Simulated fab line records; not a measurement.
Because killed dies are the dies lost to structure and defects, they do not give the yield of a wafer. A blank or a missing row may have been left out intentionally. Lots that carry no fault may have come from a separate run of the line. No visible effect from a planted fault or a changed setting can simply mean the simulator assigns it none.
Which tool did it? | flow gf180mcu | 12 lots with 36 wafers sampled at 3 steps, on a route of 602 steps

== WHAT EACH GAUGE READ, for each wafer ==
GF_M5_OVL_MEAS_08. Usual: M5_OVL typically reads 2 nm, with standard deviation 4.9.
lot  | measured     | on         | M5_OVL (nm) | flag
L749 | day 26 02:35 | overlay-01 | -1 1 0      | 
L750 | day 26 08:47 | overlay-01 | 5 -5 4      | 
L752 | day 27 04:25 | overlay-01 | -1 -3 -3    | 
L757 | day 28 20:08 | overlay-01 | 2 2 1       | 
L759 | day 29 13:40 | overlay-01 | -3 2 4      | 
L761 | day 30 03:59 | overlay-02 | 6 4 8       | 
L764 | day 30 19:37 | overlay-01 | -6 -6 1     | 
L765 | day 31 11:07 | overlay-02 | -1 4 9      | 
L768 | day 31 21:58 | overlay-01 | 6 12 4      | 
L769 | day 31 23:56 | overlay-01 | 0 -9 -7     | 
L770 | day 32 09:26 | overlay-01 | 3 2 4       | 
L771 | day 32 12:31 | overlay-02 | 9 7 9       | 

GF_TOP_METAL_RS_MEAS_05: measurement is done with a four-point probe. Usual: TOP_METAL_ALCU_RS typically reads 0.0329 ohm/sq, with standard deviation 0.00045.
lot  | measured     | on           | TOP_METAL_ALCU_RS (ohm/sq) | flag
L749 | day 27 01:40 | filmMetro-02 | 0.0328 0.0325 0.0325       | 
L750 | day 27 06:58 | filmMetro-04 | 0.0323 0.0326 0.0328       | 
L752 | day 28 03:13 | filmMetro-04 | 0.0335 0.0325 0.0327       | 
L757 | day 29 18:14 | filmMetro-04 | 0.0325 0.0327 0.0325       | 
L759 | day 30 11:19 | filmMetro-03 | 0.0325 0.0327 0.0321       | 
L761 | day 31 01:43 | filmMetro-02 | 0.0333 0.0329 0.0327       | 
L764 | day 31 16:57 | filmMetro-04 | 0.0332 0.0328 0.0335       | 
L765 | day 32 07:37 | filmMetro-02 | 0.0325 0.0332 0.0324       | 
L768 | day 32 17:57 | filmMetro-02 | 0.0332 0.0331 0.0329       | 
L769 | day 32 20:47 | filmMetro-02 | 0.0337 0.0337 0.0339       | 
L770 | day 33 04:39 | filmMetro-04 | 0.0331 0.0330 0.0335       | 
L771 | day 33 08:40 | filmMetro-03 | 0.0332 0.0339 0.0338       | 

== EACH LOT AND THE TOOL THAT RAN IT (in order: tool; ch and the chambers of the sampled wafers; start) ==
lot  | GF_V2_ETCH_16
L749 | rieDiel-01 ch 1,2, day 20 00:33
L750 | rieDiel-01 ch 0,2,3, day 20 07:52
L752 | rieDiel-03 ch 0,2, day 21 08:36
L757 | rieDiel-02 ch 0,1,3, day 23 08:19
L759 | rieDiel-01 ch 0,2,3, day 24 04:01
L761 | rieDiel-01 ch 0,2,3, day 24 19:13
L764 | rieDiel-03 ch 0,3, day 25 14:18
L765 | rieDiel-02 ch 0,1,3, day 26 09:03
L768 | rieDiel-03 ch 0,1,2, day 26 19:54
L769 | rieDiel-03 ch 0,1, day 27 01:15
L770 | rieDiel-01 ch 1,2,3, day 27 09:57
L771 | rieDiel-02 ch 2,3, day 27 16:18
- GF_V2_ETCH_16: etches BARC in N2/H2.

== WHAT THE TOOLS THEMSELVES READ (means of the sampled wafers that have a number; where no wafer has one, the mark that the record gives instead) ==
GF_V2_ETCH_16. Usual: drypumpMotorCurrentA 5.7 A, standard deviation 0.46; h2FlowSccm 200.0 sccm, standard deviation 0.59; oesProductAu 0.855 a.u., standard deviation 0.0045; throttleValvePct 13.225 %, standard deviation 0.0087.
lot  | tool       | drypumpMotorCurrentA (A) | h2FlowSccm (sccm) | oesProductAu (a.u.) | throttleValvePct (%) | flag
L749 | rieDiel-01 | 5.8                      | 200.7             | 0.852               | 13.218               | 
L750 | rieDiel-01 | 6.0                      | 199.9             | 0.855               | 13.227               | 
L752 | rieDiel-03 | 5.3                      | 200.0             | 0.856               | 13.224               | 
L757 | rieDiel-02 | 5.8                      | 199.9             | 0.852               | 13.235               | 
L759 | rieDiel-01 | 6.1                      | 200.2             | 0.851               | 13.225               | 
L761 | rieDiel-01 | 6.1                      | 199.6             | 0.854               | 13.224               | 
L764 | rieDiel-03 | 5.5                      | 200.0             | 0.854               | 13.225               | 
L765 | rieDiel-02 | 5.9                      | 200.0             | 0.857               | 13.210               | 
L768 | rieDiel-03 | 5.2                      | 200.0             | 0.853               | 13.225               | 
L769 | rieDiel-03 | 5.0                      | 199.9             | 0.859               | 13.226               | 
L770 | rieDiel-01 | 5.8                      | 200.1             | 0.858               | 13.226               | 
L771 | rieDiel-02 | 5.8                      | 200.3             | 0.853               | 13.227               | 

== THE ANSWER, worked out from the rows above alone ==
Rule: a lot is off if the mean of its wafers that have a number lies more than 3 standard deviations from the usual mean. A lot without any number at a reading at which 4 lots or more have one is off too. The other lots that the step has rows for count as sound. First the gauges in route order, then the tools' own readings, where a lot's mean is used as printed above. At the first step where some lot is off, the reading lying furthest off is the one used; lots without a number count as furthest.
Nothing can be told from this: no lot is off at any reading shown.

== WHAT WAS PUT IN BY THE SIMULATOR ==
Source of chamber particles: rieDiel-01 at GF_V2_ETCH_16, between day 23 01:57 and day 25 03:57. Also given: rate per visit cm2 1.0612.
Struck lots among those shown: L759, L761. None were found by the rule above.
